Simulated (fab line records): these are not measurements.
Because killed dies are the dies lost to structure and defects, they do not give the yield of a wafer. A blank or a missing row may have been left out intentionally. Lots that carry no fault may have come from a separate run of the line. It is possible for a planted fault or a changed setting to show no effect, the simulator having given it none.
Chamber matching / flow sky130 / SKY_VIA3_CMP_24 on cmp-01 has 4 sister chambers
The step polishes, stops on SiO2, t overpolish 20 s, target thk 0 nm. 4 wafers are shown with their chamber, then 8 later ones without.

== WAFERS, EACH WITH ITS CHAMBER ==
wafer=L165.1; chamber=1; motorCurrentA (A)=11.5
wafer=L169.3; chamber=2; motorCurrentA (A)=10.9
wafer=L169.5; chamber=3; motorCurrentA (A)=11.2
wafer=L170.1; chamber=0; motorCurrentA (A)=9.2

== WAFERS MISSING THEIR CHAMBER ==
wafer=L170.4; motorCurrentA (A)=11.4
wafer=L170.6; motorCurrentA (A)=11.1
wafer=L179.1; motorCurrentA (A)=10.9
wafer=L179.4; motorCurrentA (A)=10.9
wafer=L179.6; motorCurrentA (A)=11.3
wafer=L181.1; motorCurrentA (A)=11.2
wafer=L181.5; motorCurrentA (A)=11.2
wafer=L181.6; motorCurrentA (A)=11.3

== EACH ONE'S CHAMBER ==
wafer=L170.4; from the rows above=can't be placed: 1 or 3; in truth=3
wafer=L170.6; from the rows above=can't be placed: 3 or 2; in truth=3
wafer=L179.1; from the rows above=2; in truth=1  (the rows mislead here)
wafer=L179.4; from the rows above=2; in truth=2
wafer=L179.6; from the rows above=can't be placed: 3 or 1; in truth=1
wafer=L181.1; from the rows above=3; in truth=3
wafer=L181.5; from the rows above=3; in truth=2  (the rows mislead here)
wafer=L181.6; from the rows above=can't be placed: 3 or 1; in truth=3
Placed correctly: 2 of 8. Can't be placed from these rows: 4 (the true chamber is among the candidates in 4). Wrongly placed: 2.
How it was worked out, from the rows above alone: a wafer's distance from a chamber is the root of the sum, over the readings, of the square of ((its reading less the chamber's mean) divided by the reading's scatter). The wafer belongs to the nearest chamber; if the next one is less than 2 further off, it can't be placed. For every chamber, the mean is computed from those of its wafers that are shown. The scatter: root of mean squared gap, hidden wafer to nearest shown wafer, with one shown wafer a chamber.
